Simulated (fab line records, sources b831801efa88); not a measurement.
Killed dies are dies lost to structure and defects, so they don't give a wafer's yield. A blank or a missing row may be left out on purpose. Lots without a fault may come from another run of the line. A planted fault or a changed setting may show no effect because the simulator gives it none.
Which tool did it? | flow sky130 | 14 lots, 42 wafers sampled, at 7 steps of a route of 708

WHAT THE GAUGES READ, wafer by wafer
SKY_POLY_CUT_CD_MEAS_08: target cd 270 nm. Usual: cd_nm 270.1 nm, standard deviation 1.5.
lot  | measured     | on        | cd_nm (nm)        | flag
L949 | day 24 10:51 | cd_sem-02 | 271.8 270.6 271.5 |
L948 | day 24 12:12 | cd_sem-01 | 270.7 272.3 272.4 |
L951 | day 25 06:56 | cd_sem-02 | 269.1 271.3 269.3 |
L953 | day 26 17:44 | cd_sem-02 | 268.8 271.1 271.0 |
L955 | day 26 18:05 | cd_sem-02 | 270.3 270.8 270.8 |
L954 | day 26 21:04 | cd_sem-01 | 269.4 269.6 269.8 |
L956 | day 27 03:57 | cd_sem-02 | 272.2 270.0 271.7 |
L960 | day 28 14:49 | cd_sem-02 | 267.8 267.3 269.6 |
L964 | day 29 20:23 | cd_sem-02 | 269.1 268.1 268.0 |
L965 | day 30 00:02 | cd_sem-02 | 270.7 272.0 272.0 |
L966 | day 30 04:51 | cd_sem-02 | 268.6 269.5 270.1 |
L968 | day 31 06:25 | cd_sem-01 | 268.2 268.7 269.1 |
L969 | day 31 10:02 | cd_sem-01 | 272.3 270.2 270.1 |
L970 | day 31 15:01 | cd_sem-01 | 268.7 269.3 269.3 |

SKY_SD_P_TW_MEAS_11. Usual: SD_P_TW 2811, standard deviation 18.
lot  | measured     | on            | SD_P_TW        | flag
L949 | day 25 17:13 | film_metro-01 | 2835 2830 2833 |
L948 | day 25 18:02 | film_metro-03 | 2817 2794 2797 |
L951 | day 26 12:50 | film_metro-03 | 2802 2808 2787 |
L953 | day 27 22:44 | film_metro-03 | 2790 2788 2796 |
L955 | day 27 22:51 | film_metro-03 | 2798 2783 2786 |
L954 | day 28 01:40 | film_metro-02 | 30 30 30       | OFF
L956 | day 28 08:56 | film_metro-01 | 30 30 30       | OFF
L960 | day 29 19:13 | film_metro-03 | 2817 2816 2822 |
L964 | day 31 01:08 | film_metro-01 | 2821 2809 2809 |
L965 | day 31 04:25 | film_metro-02 | 2798 2820 2809 |
L966 | day 31 09:44 | film_metro-02 | 2799 2813 2812 |
L968 | day 32 10:10 | film_metro-02 | 2796 2785 2807 |
L969 | day 32 14:26 | film_metro-02 | 2806 2797 2798 |
L970 | day 32 19:23 | film_metro-02 | 2788 2803 2812 |

SKY_SD_N_OVL_MEAS_08. Usual: SD_N_OVL -0.8 nm, standard deviation 1.1.
lot  | measured     | on         | SD_N_OVL (nm)  | flag
L949 | day 28 03:14 | overlay-01 | -1.4 -1.1 0.4  |
L948 | day 28 03:21 | overlay-02 | -1.1 -0.4 -0.5 |
L951 | day 28 21:56 | overlay-01 | -0.8 0.7 -0.3  |
L953 | day 30 06:03 | overlay-02 | -1.0 0.1 -1.1  |
L955 | day 30 06:11 | overlay-01 | 0.0 -1.0 -0.1  |
L954 | day 30 10:15 | overlay-02 | 0.4 1.2 0.7    |
L956 | day 30 15:48 | overlay-01 | -1.0 -0.3 0.1  |
L960 | day 32 02:31 | overlay-02 | -0.5 -2.5 -1.7 |
L964 | day 33 08:06 | overlay-02 | -1.6 -1.0 -3.5 |
L965 | day 33 10:04 | overlay-02 | -2.2 -1.9 -1.1 |
L966 | day 33 15:06 | overlay-01 | 0.4 0.2 -0.7   |
L968 | day 34 15:31 | overlay-01 | -0.8 -2.0 -0.1 |
L969 | day 34 19:32 | overlay-01 | -3.3 -1.7 -1.0 |
L970 | day 35 00:49 | overlay-01 | -2.2 -2.0 -1.0 |

SKY_SD_N_RS_MEAS_17: measures by four-point-probe. Usual: SD_P_RS 148.1 ohm/sq, standard deviation 0.3.
lot  | measured     | on            | SD_P_RS (ohm/sq)  | flag
L949 | day 28 04:05 | film_metro-03 | 147.7 148.0 148.2 |
L948 | day 28 04:14 | film_metro-01 | 148.7 148.2 148.7 |
L951 | day 28 22:48 | film_metro-03 | 148.3 148.3 148.7 |
L953 | day 30 06:55 | film_metro-03 | 148.0 147.6 147.7 |
L955 | day 30 07:05 | film_metro-02 | 148.0 147.9 148.0 |
L954 | day 30 11:05 | film_metro-03 | 133.0 132.8 132.6 | OFF
L956 | day 30 16:39 | film_metro-01 | 132.7 132.8 133.0 | OFF
L960 | day 32 03:21 | film_metro-01 | 148.2 148.2 148.0 |
L964 | day 33 08:58 | film_metro-03 | 148.1 148.2 148.2 |
L965 | day 33 10:54 | film_metro-03 | 147.8 148.0 148.2 |
L966 | day 33 15:59 | film_metro-03 | 148.0 148.0 148.0 |
L968 | day 34 16:20 | film_metro-02 | 148.3 148.3 148.7 |
L969 | day 34 20:25 | film_metro-03 | 148.0 148.3 147.8 |
L970 | day 35 01:39 | film_metro-02 | 148.0 148.3 148.3 |

SKY_LI_CONTACT_BOW_MEAS_03. Usual: LI_CONTACT_BOW 56 um, standard deviation 7.
lot  | measured     | on            | LI_CONTACT_BOW (um) | flag
L949 | day 28 04:49 | film_metro-02 | 62 52 53            |
L948 | day 28 05:05 | film_metro-02 | 58 64 55            |
L951 | day 28 23:31 | film_metro-02 | 50 54 61            |
L953 | day 30 07:47 | film_metro-02 | 52 62 58            |
L955 | day 30 07:55 | film_metro-02 | 62 59 49            |
L960 | day 32 04:04 | film_metro-03 | 47 53 59            |
L964 | day 33 09:41 | film_metro-01 | 47 49 46            |
L965 | day 33 11:37 | film_metro-03 | 68 54 62            |
L966 | day 33 16:42 | film_metro-01 | 56 47 58            |
L968 | day 34 17:04 | film_metro-02 | 56 51 56            |
L969 | day 34 21:08 | film_metro-03 | 57 47 51            |
L970 | day 35 02:22 | film_metro-01 | 45 43 54            |

WHICH TOOL RAN EACH LOT (tool, then ch and the chambers of the sampled wafers, then the start)
lot  | SKY_SD_P_IMPLANT_09             | SKY_SD_P_STRIP_10
L949 | implanter-04 ch 0, day 25 16:59 | plasma_asher-03 ch 0,1, day 25 17:07
L948 | implanter-03 ch 0, day 25 17:47 | plasma_asher-03 ch 0,1, day 25 17:56
L951 | implanter-02 ch 0, day 26 12:35 | plasma_asher-01 ch 0,1, day 26 12:44
L953 | implanter-04 ch 0, day 27 22:31 | plasma_asher-03 ch 0,1, day 27 22:39
L955 | implanter-02 ch 0, day 27 22:38 | plasma_asher-01 ch 0,1, day 27 22:46
L954 | implanter-03, day 28 01:25      | plasma_asher-03 ch 0,1, day 28 01:34
L956 | implanter-03, day 28 08:42      | plasma_asher-04 ch 1, day 28 08:50
L960 | implanter-04 ch 0, day 29 18:58 | plasma_asher-03 ch 0,1, day 29 19:07
L964 | implanter-03 ch 0, day 31 00:55 | plasma_asher-04 ch 0,1, day 31 01:02
L965 | implanter-03 ch 0, day 31 04:10 | plasma_asher-03 ch 0,1, day 31 04:19
L966 | implanter-04 ch 0, day 31 09:31 | plasma_asher-04 ch 0,1, day 31 09:38
L968 | implanter-02 ch 0, day 32 09:55 | plasma_asher-03 ch 0,1, day 32 10:04
L969 | implanter-03 ch 0, day 32 14:13 | plasma_asher-01 ch 0,1, day 32 14:21
L970 | implanter-04 ch 0, day 32 19:08 | plasma_asher-04 ch 0,1, day 32 19:17
- SKY_SD_P_IMPLANT_09
- SKY_SD_P_STRIP_10: strips in O2/N2.

WHAT THE TOOLS THEMSELVES READ (means of the sampled wafers that have a number; where no wafer has one, the mark that the record gives instead)
SKY_SD_P_IMPLANT_09. Usual: beam_energy_keV 19.639, standard deviation 0.0062; beam_on_s 14.6 s, standard deviation 1.2.
lot  | tool         | beam_energy_keV | beam_on_s (s) | flag
L949 | implanter-04 | 19.633          | 13.3          |
L948 | implanter-03 | 19.636          | 15.0          |
L951 | implanter-02 | 19.638          | 15.9          |
L953 | implanter-04 | 19.645          | 12.8          |
L955 | implanter-02 | 19.644          | 15.7          |
L954 | implanter-03 | -               | -             | OFF
L956 | implanter-03 | -               | -             | OFF
L960 | implanter-04 | 19.633          | 13.2          |
L964 | implanter-03 | 19.647          | 15.3          |
L965 | implanter-03 | 19.639          | 15.2          |
L966 | implanter-04 | 19.641          | 13.0          |
L968 | implanter-02 | 19.638          | 15.8          |
L969 | implanter-03 | 19.648          | 15.0          |
L970 | implanter-04 | 19.641          | 13.4          |

SKY_SD_P_STRIP_10. Usual: drypump_motor_current_A 5.6 A, standard deviation 0.61; oes_product_au 0.619 a.u., standard deviation 0.0048; strip_time_to_endpoint_s 17.42 s, standard deviation 0.048.
lot  | tool            | drypump_motor_current_A (A) | oes_product_au (a.u.) | strip_time_to_endpoint_s (s) | flag
L949 | plasma_asher-03 | 5.6                         | 0.617                 | 17.44                        |
L948 | plasma_asher-03 | 5.6                         | 0.613                 | 17.39                        |
L951 | plasma_asher-01 | 6.2                         | 0.618                 | 17.37                        |
L953 | plasma_asher-03 | 5.6                         | 0.619                 | 17.45                        |
L955 | plasma_asher-01 | 6.2                         | 0.610                 | 17.36                        |
L954 | plasma_asher-03 | 5.2                         | 0.716                 | 14.15                        | OFF
L956 | plasma_asher-04 | 4.9                         | 0.720                 | 14.13                        | OFF
L960 | plasma_asher-03 | 5.2                         | 0.620                 | 17.40                        |
L964 | plasma_asher-04 | 5.6                         | 0.618                 | 17.47                        |
L965 | plasma_asher-03 | 5.6                         | 0.622                 | 17.39                        |
L966 | plasma_asher-04 | 5.3                         | 0.622                 | 17.45                        |
L968 | plasma_asher-03 | 5.6                         | 0.622                 | 17.40                        |
L969 | plasma_asher-01 | 6.2                         | 0.623                 | 17.46                        |
L970 | plasma_asher-04 | 5.6                         | 0.621                 | 17.41                        |

THE ANSWER, worked out from the rows above alone
Rule: a lot is off if the mean of its wafers that have a number lies more than 3 standard deviations from the usual mean. A lot without any number at a reading at which 4 lots or more have one is off too. The other lots that the step has rows for count as sound. The gauges are gone through in route order, then the tools' own readings, and for those a lot's mean is taken as printed above. The first step at which some lot is off is used, and at that step the reading that is off furthest; a lot without a number counts as furthest.
Off: L954, L956, at SKY_SD_P_TW_MEAS_11 (SD_P_TW).
A tool fits if, at a process step before that reading, it ran every lot that is off, and no sound lot after the first of them. The gauges at SKY_SD_P_TW_MEAS_11 aren't tried: what is off there is off at SKY_SD_P_IMPLANT_09 too, on other tools, and a gauge's error can't cause that. None of those tried fits.

WHAT THE SIMULATOR HAD PUT IN
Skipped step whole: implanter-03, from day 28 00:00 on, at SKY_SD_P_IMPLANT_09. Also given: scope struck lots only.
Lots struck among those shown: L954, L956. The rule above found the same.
